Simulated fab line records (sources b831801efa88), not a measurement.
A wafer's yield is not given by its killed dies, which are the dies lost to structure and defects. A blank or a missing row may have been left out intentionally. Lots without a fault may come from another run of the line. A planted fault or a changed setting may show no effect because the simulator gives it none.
Struck lot and sound lot, side by side / flow sky130 / 15 out of 708 route steps
Sound: the wafers L843.1, L843.2, L843.4. Struck: wafer L847.4; the same lot's L847.6 was not struck, so it is left out; see the end for the cause.
For every step that has rows: the tool of each side, followed by ch and its chambers, followed by its first start. Under that, the readings that differ: sound wafers / struck wafers / difference of the means / sigmas: that difference in standard deviations of wafers without a fault.
alike: a reading whose means differ by less than 2 such deviations, as well as words and numbers matching on both sides. not compared: withheld readings; readings where some wafer has no value; bounds like >300 that might hide an equal value; numbers whose values overlap and for which the record gives no deviation.
A row with sigmas, a row that says differs or no value, or rows on one side alone: a step with any of these is where the two part. Numbers that have no deviation but don't overlap get no sigmas and don't part them. Lack of a reading on every wafer of one side parts them only where that side has two or more wafers.

SKY_GATE_OXIDE_OVL_MEAS_10:
  sound on overlay-01, day 18 08:08; struck on overlay-02, day 19 13:34
  alike: GATE_OXIDE_OVL
then, 2 steps without rows for these wafers: SKY_GATE_OXIDE_IMPLANT_11; SKY_GATE_OXIDE_WET_ETCH_12 (etches SiO2 in dHF, target depth 16.8 nm, time 336 s).
SKY_GATE_OXIDE_STRIP_13: strips in O2/N2.
  sound on plasma asher-04 ch 0,1, day 18 08:27; struck on plasma asher-04 ch 0, day 19 13:52
reading=strip time to endpoint s (s); sound=14.14 14.13 14.14; struck=14.22; difference=+0.08; sigmas=+2
  alike: drypump motor current A, oes product au
  not compared: rf hours counter h
SKY_GATE_OXIDE_TW_MEAS_14:
  sound on film metro-03, day 18 08:33; struck on film metro-03, day 19 13:58
  alike: GATE_OXIDE_TW
then, 3 steps without rows for these wafers: SKY_GATE_OXIDE_CLEAN_15 (cleans in SC1/SC2, time 150 s); SKY_GATE_OXIDE_OXIDATION_16 (stabilise 600 s, purge 300 s, target thk 3.57 nm); SKY_POLY_GATE_CVD_00 (deposits poly-Si, target thk 180 nm, time 720 s).
SKY_POLY_GATE_THK_MEAS_01:
  sound on film metro-02, day 18 13:25; struck on film metro-04, day 19 17:09
reading=POLY_GATE_CVD_00_THK (nm); sound=183.4 184.4 183.1; struck=180.1; difference=-3.5; sigmas=-2
then, 3 steps without rows for these wafers: SKY_RES_PROTECT_DEHYDRATE_00 (time 60 s); SKY_RES_PROTECT_HMDS_01 (prime time 60 s); SKY_RES_PROTECT_COAT_02 (resist thk 1140 nm).
SKY_RES_PROTECT_SOFTBAKE_03: time 60 s.
  sound on litho track-03 ch 0, day 19 03:27; struck on litho track-03 ch 0, day 20 08:46
reading=heater power total W (W); sound=56.55 56.55 56.65; struck=59.85; difference=+3.27; sigmas=+70
reading=run length s (s); sound=88.9 88.9 88.7; struck=79.8; difference=-9.0; sigmas=-27
  alike: chill plate temp C
then, 1 step without rows for these wafers: SKY_RES_PROTECT_EXPOSE_04 (exposes mask RPM, target cd 1270 nm).
-- a jump in the record: the struck wafers' starts before and after are 29 days apart (it breaks off in module RES_PROTECT and resumes in module PAD_OPEN, where the first step shown is number 708 of the route) --
SKY_PAD_OPEN_PROBE_99:
  sound on prober-02, day 49 03:58; struck on prober-01, day 49 17:28
  alike: killed_at_M0_to_M3, killed_at_M4_up, killed at contacts, killed at front end, killed at other, killed dies, killed on rim, killed open, killed short

WHERE THEY PART
Last at SKY_RES_PROTECT_SOFTBAKE_03 as far as this record goes, first at SKY_GATE_OXIDE_STRIP_13. Later steps at which nothing parts them and some readings are alike: SKY_PAD_OPEN_PROBE_99.

WHY: the cause the simulator had injected
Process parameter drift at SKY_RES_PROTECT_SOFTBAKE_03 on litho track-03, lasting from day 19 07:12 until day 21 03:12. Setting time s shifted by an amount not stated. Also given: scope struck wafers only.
